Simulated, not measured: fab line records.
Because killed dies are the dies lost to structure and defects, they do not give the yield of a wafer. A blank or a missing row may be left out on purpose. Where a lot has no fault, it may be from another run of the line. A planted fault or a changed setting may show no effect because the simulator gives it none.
8D (eight disciplines) problem report, filled in by code ; flow sfqLine ; the parts of the form that need people (team, actions taken, sign-off) are left out

## 1. WHAT WENT WRONG
Mean of rfFwdPowerW at SFQ_TRILAYER_M4_BARC_OPEN_METAL_ETCH_123: 496.0 W across 3 wafers in 2 lots; on wafers with no fault it is 592.8 W (standard deviation 2.1). Relative to the usual mean, that is a shift of -46 standard deviations.
The step: etches BARC in O2, target depth 125 nm, time 41.7 s.
Seen first at day 55 15:41 on rieMetal-03, wafer L855.1. The record has a number at this step for 18 wafers belonging to 6 lots. By rule, "out" or "out of limits" means more than 4 standard deviations away from the usual mean. Any other wafer with a number is counted as sound.

## 2. WHAT IT IS, WHAT IT ISN'T
question;is;is not
which readings at this step;rfFwdPowerW;drypumpMotorCurrentA, oesProductAu
which lots;L855, L857;L849, L865, L867, L871
which wafers of those lots;L855.1, L855.4, L857.3;L855.5, L857.1, L857.5
read on which tools;rieMetal-03;rieMetal-01, rieMetal-04
when;from day 55 15:41;"up to then (4 sound wafers); but 11 sound wafers of L857, L865, L867, L871 came after"

## 3. THE SUSPECTS, EACH WITH WHAT RULES IT OUT
Counting: a tool at a process step up to the reading stays a suspect if it ran every lot that is out. Sound lots after the first of them don't rule it out here, since some wafers of a struck lot are sound.
- pvdSputter-06 at SFQ_TRILAYER_M4_DEP_SPUTTER_091 (material Nb, target thk 200 nm, time 133.3 s): kept. It ran every lot that is out, first L855 (day 50 23:04).
- rieMetal-03 at SFQ_TRILAYER_M4_BARC_OPEN_METAL_ETCH_123 (etches BARC in O2, target depth 125 nm, time 41.7 s): kept. It ran every lot that is out, first L855 (day 55 15:41). On those wafers its own readings are out: rfFwdPowerW.
- At SFQ_TRILAYER_M4_BARC_OPEN_METAL_ETCH_123 on rieMetal-03, chamber 0 took the sound wafers of the same lots and chamber 1 took the wafers that are out.
What counting leaves: pvdSputter-06 at SFQ_TRILAYER_M4_DEP_SPUTTER_091 and rieMetal-03 at SFQ_TRILAYER_M4_BARC_OPEN_METAL_ETCH_123.

## 4. THE CAUSE (what the simulator had put in)
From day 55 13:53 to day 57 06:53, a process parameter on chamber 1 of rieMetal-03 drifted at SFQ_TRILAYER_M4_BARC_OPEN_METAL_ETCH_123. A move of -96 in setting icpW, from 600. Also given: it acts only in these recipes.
Counting leaves 2 suspects; this tool is one of them.

## 5. THE EFFECT CHAIN, in route order
One row per reading whose mean, taken over the struck wafers that have a number, lies over 3 standard deviations from the usual. Only readings for which the record gives a usual standard deviation are gone through. hours: the time from each lot's start at the first step in this table that gives one to its start at this step, as a median over the lots. sigmas: the change in usual standard deviations.
hours;step;reading;usual;on struck wafers;change;sigmas
0;SFQ_TRILAYER_M4_BARC_OPEN_METAL_ETCH_123;rfFwdPowerW;592.8 W;496.0;-96.8;-46
Its process steps:
- SFQ_TRILAYER_M4_BARC_OPEN_METAL_ETCH_123: etches BARC in O2, target depth 125 nm, time 41.7 s.

## 6. HOW IT WOULD HAVE BEEN CAUGHT EARLIER
2 hours passed between the start of the fault at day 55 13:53 and the first reading out of limits in this record, taken at day 55 15:41.
